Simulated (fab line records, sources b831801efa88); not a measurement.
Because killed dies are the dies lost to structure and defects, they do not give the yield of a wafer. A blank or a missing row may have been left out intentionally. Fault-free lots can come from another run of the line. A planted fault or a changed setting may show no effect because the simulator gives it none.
Struck lot and sound lot, side by side	flow sky130	14 steps out of a route of 708
Sound: wafers L373.1, L373.2, L373.4. Wafers L384.2, L384.4, L384.6 were the ones struck. Last of all comes the cause.
Each step with rows lists, per side, the tool, then ch with its chambers, then its first start. Under that, the readings that differ: sound wafers	struck wafers	difference of the means	sigmas: that difference in standard deviations of wafers without a fault.
alike: same words and numbers on both sides, and readings whose means sit less than 2 such deviations apart. not compared: any withheld reading, any reading some wafer has no value for, any bound like >300 that may hide the same value, and any number with overlapping values for which the record gives no deviation.
Wherever a step has rows on one side only, a row that says differs or no value, or a row with sigmas, the two part there. Numbers that have no deviation but don't overlap get no sigmas and don't part them. A reading missing from all wafers of one side parts the sides only when that side holds two or more wafers.

first, 2 steps without rows for these wafers: SKY_VT_ADJUST_HVTP_PEB_05; SKY_VT_ADJUST_HVTP_DEVELOP_06 (develop time 60 s).
SKY_VT_ADJUST_HVTP_CD_MEAS_07: target cd 380 nm.
  sound on cd_sem-02, day 6 20:25; struck on cd_sem-01, day 9 13:50
  alike: cd_nm
SKY_VT_ADJUST_HVTP_OVL_MEAS_08:
  sound on overlay-01, day 6 20:32; struck on overlay-02, day 9 13:56
  alike: VT_ADJUST_HVTP_OVL
next, for these wafers, 1 step has no rows: SKY_VT_ADJUST_HVTP_IMPLANT_09.
SKY_VT_ADJUST_HVTP_STRIP_10: strips in O2/N2.
  sound on plasma_asher-02 ch 0,1, day 6 20:43; struck on plasma_asher-03 ch 0,1, day 9 14:07
  alike: drypump_motor_current_A, oes_product_au, strip_time_to_endpoint_s
  not compared: rf_hours_counter_h
SKY_VT_ADJUST_HVTP_TW_MEAS_11:
  sound on film_metro-01, day 6 20:49; struck on film_metro-04, day 9 14:14
  alike: VT_ADJUST_HVTP_TW
then, 5 steps without rows for these wafers: SKY_VT_ADJUST_LVTN_DEHYDRATE_00 (time 60 s); SKY_VT_ADJUST_LVTN_HMDS_01 (prime time 60 s); SKY_VT_ADJUST_LVTN_COAT_02 (resist thk 3000 nm); SKY_VT_ADJUST_LVTN_SOFTBAKE_03; SKY_VT_ADJUST_LVTN_EXPOSE_04 (exposes mask NWM COMPLEMENT LESS NATIVE, target cd 840 nm).
SKY_VT_ADJUST_LVTN_PEB_05:
  struck on litho_track-04, day 10 12:00; sound on litho_track-02 ch 0, day 7 17:00
  no value came back on the struck wafers for chill_plate_temp_C (C), exhaust_pa (Pa); on the sound wafers chill_plate_temp_C (C) reads 23.04 22.98 23.10
then, 1 step without rows for these wafers: SKY_VT_ADJUST_LVTN_DEVELOP_06 (develop time 60 s).

== WHERE THEY PART ==
Only at SKY_VT_ADJUST_LVTN_PEB_05, as far as this record shows.

WHY: what the simulator had put in
Entire step skipped (litho_track-04, SKY_VT_ADJUST_LVTN_PEB_05), from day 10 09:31 onward. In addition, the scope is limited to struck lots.
